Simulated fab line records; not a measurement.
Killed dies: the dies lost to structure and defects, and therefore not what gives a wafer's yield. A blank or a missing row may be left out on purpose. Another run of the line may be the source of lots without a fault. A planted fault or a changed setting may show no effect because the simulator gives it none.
2 desks looking at one fault | flow gf180mcu | every desk sees just its own numbers, and what lay behind them comes last

## FROM THE METROLOGY DESK
What the gauges read for every lot (on any tool): the sampled wafers with a number, averaged. The brackets show how far a lot's mean lies from the usual mean; more than 4 standard deviations puts the lot out of limits, marked OUT.
Columns: A = cd nm at GF_M5_CD_MEAS_07, usual 280.0 nm; B = V5_CVD_02_THK at GF_V5_THK_MEAS_03, usual 1448 nm
lot  | first seen here | A     | B
L822 | day 26 07:34    | 280.8 | 1467
L823 | day 26 20:47    | 279.4 | 1466
L824 | day 27 08:37    | 278.2 | 1456
L825 | day 27 14:10    | 279.3 | 1435
L827 | day 28 07:01    | 281.7 | 1458
L828 | day 28 13:58    | 281.1 | 1462
L831 | day 29 23:38    | 278.8 | 1447
L833 | day 30 06:29    | 278.5 | 1467
L832 | day 30 11:23    | 280.5 | 1448
L834 | day 30 17:51    | 280.4 | 1453
L837 | day 31 03:47    | 280.8 | 1869 (+23) OUT
L838 | day 31 08:07    | 281.4 | 1452
L840 | day 31 21:09    | 280.8 | 1849 (+22) OUT
Per this desk, out of limits: L837, L840; the first was L837, day 31 04:53 (V5_CVD_02_THK at GF_V5_THK_MEAS_03). Within limits: L822, L823, L824, L825, L827, L828, L831, L833, L832, L834, L838.

## AT THE TOOL OWNER'S DESK: pecvd-02
The tool's own readings at GF_V5_CVD_02 (deposits SiO2 from TEOS, target thk 1450 nm, time 163.28 s): means of the sampled wafers that have a number, for each lot that ran on this tool. The brackets show how far a lot's mean lies from the usual mean; more than 4 standard deviations puts the lot out of limits, marked OUT.
Columns: A = heater power w at GF_V5_CVD_02, usual 648 W
lot  | first seen here | A
L823 | day 26 21:44    | 546
L827 | day 28 07:55    | 556
L831 | day 30 00:34    | 654
L837 | day 31 04:46    | 556
L840 | day 31 22:14    | 708
This desk's finding: nothing out of limits on any of the 5 lots.

## BROUGHT TOGETHER
The metrology desk could have raised an alarm at day 31 04:53, on L837, L840.
The desk of the tool owner found nothing out of limits.
On record at the tool owner's desk: L837, L840, within its limits.
Every lot named ran GF_V5_CVD_02 on pecvd-02.

## WHAT THE SIMULATOR HAD INSERTED
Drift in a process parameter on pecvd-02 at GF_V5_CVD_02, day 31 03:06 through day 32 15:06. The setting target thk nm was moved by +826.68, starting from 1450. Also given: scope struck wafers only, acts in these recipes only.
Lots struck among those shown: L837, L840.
Hours from the fault's start to each desk's first reading out of limits: the metrology desk, 2.
